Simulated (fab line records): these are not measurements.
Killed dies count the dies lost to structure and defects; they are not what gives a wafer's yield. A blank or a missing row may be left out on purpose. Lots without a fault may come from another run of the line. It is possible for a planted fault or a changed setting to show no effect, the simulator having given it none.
Struck lot and sound lot, side by side :: flow sky130 :: 16 out of 708 route steps
Sound: these wafers, L659.1, L659.4, L659.5. Struck: wafer L667.5. (L667.1, L667.4 of the same lot were not struck and are left out.) The cause comes at the end.
Per side, at each step with rows, come the tool, then ch with its chambers, and then its first start. Under that, the readings that differ: sound wafers :: struck wafers :: difference of the means :: sigmas: that difference in standard deviations of wafers without a fault.
alike: readings whose means differ by less than 2 such deviations, and words and numbers that are the same on both sides. not compared: withheld readings, readings that some wafer has no value for, bounds like >300 that may hide the same value, and numbers for which the record gives no deviation and whose values overlap.
Wherever a step has rows on one side only, a row that says differs or no value, or a row with sigmas, the two part there. Numbers that don't overlap but have no deviation are shown without sigmas and don't part them. Lack of a reading on every wafer of one side parts them only where that side has two or more wafers.

SKY_SD_N_OVL_MEAS_08:
  sound on overlay-02 at day 29 06:37; struck on overlay-02 at day 31 18:58
  alike: SD_N_OVL
then, 2 steps without rows for these wafers: SKY_SD_N_IMPLANT_09; SKY_SD_N_IMPLANT_10.
SKY_SD_N_STRIP_11: strips in O2/N2.
  sound on plasma_asher-02 ch 0,1, day 29 06:57; struck on plasma_asher-02 ch 1, day 31 19:18
reading: chamber_pressure_mTorr (mTorr)
sound: 1501.1 1498.4 1499.1
struck: 1503.4
difference: +3.9
sigmas: +3
  alike: drypump_motor_current_A, oes_product_au, strip_time_to_endpoint_s
  not compared: rf_hours_counter_h
SKY_SD_N_TW_MEAS_12:
  sound on film_metro-02 at day 29 07:03; struck on film_metro-04 at day 31 19:24
  alike: SD_N_TW
then, 1 step without rows for these wafers: SKY_SD_N_CLEAN_13 (cleans in SC1/SC2, time 150 s).
SKY_SD_N_RTA_14: time 2 s.
  sound on rtp_anneal-01 ch 0, day 29 07:10; struck on rtp_anneal-01 ch 0, day 31 19:31
  alike: chamber_o2_ppm, lamp_power_pct, wafer_temp_C_max
SKY_SD_N_RS_MEAS_16: measurement is done with a four-point probe.
  sound on film_metro-01 at day 29 07:20; struck on film_metro-02 at day 31 19:41
  alike: SD_N_RS
SKY_SD_N_RS_MEAS_17: measurement is done with a four-point probe.
  sound on film_metro-01 at day 29 07:27; struck on film_metro-02 at day 31 19:48
reading: SD_P_RS (ohm/sq)
sound: 146.5 146.6 147.0
struck: 147.8
difference: +1.1
sigmas: +3
SKY_SD_N_RS_MEAS_18: measurement is done with a four-point probe.
  sound on film_metro-01 at day 29 07:34; struck on film_metro-02 at day 31 19:55
reading: RES_XHIGH_RS (ohm/sq)
sound: 335.0 334.3 335.9
struck: 332.3
difference: -2.8
sigmas: -2
then, 1 step without rows for these wafers: SKY_SALICIDE_CLEAN_00 (cleans in HF-last, time 30 s).
SKY_LI_CONTACT_HDPCVD_00: deposits PSG, target thk 930 nm, time 155 s.
  sound on hdpcvd-01 ch 0,1,2, day 29 07:43; struck on hdpcvd-02 ch 0, day 31 20:04
reading: run_length_s (s)
sound: 182.2 183.0 182.4
struck: 219.2
difference: +36.7
sigmas: +73

reading: model.PSG_of_LI_CONTACT_HDPCVD_00.thk_nm (nm)
sound: 933 916.3 921.6
struck: 1145
difference: +221
sigmas: 
SKY_LI_CONTACT_THK_MEAS_01:
  sound on film_metro-01 at day 29 07:49; struck on film_metro-04 at day 31 20:10
reading: LI_CONTACT_HDPCVD_THK (nm)
sound: 933 916 922
struck: 1146
difference: +222
sigmas: +22
SKY_LI_CONTACT_CMP_02: polishes PSG.
  sound on cmp-02 ch 0,1,2, day 29 07:58; struck on cmp-01 ch 0, day 31 20:16
reading: time_to_endpoint_s (s)
sound: 31 34 27
struck: 53
difference: +22
sigmas: +7
  alike: motor_current_A, slurry_flow_ml_min
SKY_LI_CONTACT_BOW_MEAS_03:
  sound on film_metro-01 at day 29 08:10; struck on film_metro-01 at day 31 20:31
  alike: LI_CONTACT_BOW
-- record jumps: 17 days separate the struck wafers' starts on either side; left off in module LI_CONTACT, taken up again in module PAD_OPEN, whose first shown step is the route's number 708 --
SKY_PAD_OPEN_PROBE_99:
  sound on prober-02 at day 46 17:50; struck on prober-02 at day 48 17:55
  alike: killed_at_M0_to_M3, killed_at_M4_up, killed_at_contacts, killed_at_front_end, killed_at_other, killed_dies, killed_open, killed_short

== WHERE THEY PART ==
First at SKY_SD_N_STRIP_11; last, within this record, at SKY_LI_CONTACT_CMP_02. Later steps at which nothing parts them and some readings are alike: SKY_LI_CONTACT_BOW_MEAS_03, SKY_PAD_OPEN_PROBE_99.

WHY: whatever the simulator had introduced
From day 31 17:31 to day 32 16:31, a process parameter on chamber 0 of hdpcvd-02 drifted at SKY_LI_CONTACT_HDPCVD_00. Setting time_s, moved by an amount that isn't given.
